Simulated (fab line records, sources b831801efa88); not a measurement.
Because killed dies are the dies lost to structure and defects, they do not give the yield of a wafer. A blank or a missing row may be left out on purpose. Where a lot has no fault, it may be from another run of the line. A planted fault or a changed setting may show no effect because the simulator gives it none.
Chamber matching    flow sfq_line    SFQ_TRILAYER_I1_DEP_PECVD_045 on pecvd-03 has 3 sister chambers
The step deposits SiO2 from SiH4/N2O, time 111.11 s, target thk 500 nm. 3 wafers are shown with their chamber, then 7 later ones without.

== WAFERS WITH THEIR CHAMBER ==
wafer   chamber  throttle_valve_pct (%)
L197.4  1        27.1
L206.1  0        27.9
L206.3  2        25.2

== WAFERS WITHOUT THEIR CHAMBER ==
wafer   throttle_valve_pct (%)
L206.4  27.1
L211.1  27.9
L211.4  25.1
L211.5  27.1
L212.1  27.2
L212.5  27.1
L212.6  28.2

== WHICH CHAMBER EACH ONE RAN IN ==
wafer   from the rows above  in truth
L206.4  1                    1
L211.1  0                    0
L211.4  2                    2
L211.5  1                    1
L212.1  1                    1
L212.5  1                    1
L212.6  0                    0
Placed correctly: 7 of 7. From these rows, 0 cannot be placed. Placed wrongly: 0.
How it was worked out, from the rows above alone: a wafer's distance from a chamber is the root of the sum, over the readings, of the square of ((its reading less the chamber's mean) divided by the reading's scatter). If the next closest chamber is less than 2 further off than the closest, the wafer can't be placed; otherwise it belongs to the closest. Each chamber's mean is taken over the wafers shown for it. The scatter: root of mean squared gap, hidden wafer to nearest shown wafer, with one shown wafer a chamber.
